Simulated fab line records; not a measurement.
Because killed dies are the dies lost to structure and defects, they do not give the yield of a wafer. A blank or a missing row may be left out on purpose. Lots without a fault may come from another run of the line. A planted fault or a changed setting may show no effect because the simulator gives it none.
A single fault, viewed from 2 desks -- flow sky130 -- only its own numbers are on each desk; what lay behind them is given at the end

AT THE TOOL OWNER'S DESK: pvd_sputter-02
The tool's own readings at SKY_METAL2_SPUTTER_00 (material Ti, target thk 15 nm, time 10 s): means of the sampled wafers that have a number, for each lot that ran on this tool. Any lot whose mean is over 4 standard deviations away from the usual mean is out of limits and marked OUT; that distance is given in the brackets.
Columns: A = throttle_valve_pct at SKY_METAL2_SPUTTER_00, usual 29.8 %
lot,first seen here,A
L910,day 35 20:40,29.9
L913,day 37 04:07,29.4
L914,day 37 06:37,29.7
L926,day 41 09:40,30.0
L925,day 41 10:38,29.6
This desk's finding: nothing out of limits on any of the 5 lots.

METROLOGY DESK
Means of the sampled wafers that have a number, per lot and without regard to the tool the lot ran on: this is what the gauges read. Any lot whose mean is over 4 standard deviations away from the usual mean is out of limits and marked OUT; that distance is given in the brackets.
Columns: A = PASSIVATION_CVD_02_THK at SKY_PASSIVATION_THK_MEAS_03, usual 539 nm
lot,first seen here,A
L906,day 45 00:50,550
L907,day 45 03:09,537
L910,day 45 16:41,533
L913,day 46 17:40,539
L914,day 46 19:19,532
L918,day 47 17:11,544
L921,day 48 16:23,542
L922,day 49 07:55,536
L924,day 49 18:14,545
L926,day 49 23:46,546
L925,day 49 23:54,538
L928,day 50 05:11,539
L929,day 50 07:58,537
This desk's finding: nothing out of limits on any of the 13 lots.

ALL TOGETHER
Nothing out of limits was seen by the tool owner's desk.
The metrology desk saw nothing out of limits.

WHAT THE SIMULATOR HAD INSERTED
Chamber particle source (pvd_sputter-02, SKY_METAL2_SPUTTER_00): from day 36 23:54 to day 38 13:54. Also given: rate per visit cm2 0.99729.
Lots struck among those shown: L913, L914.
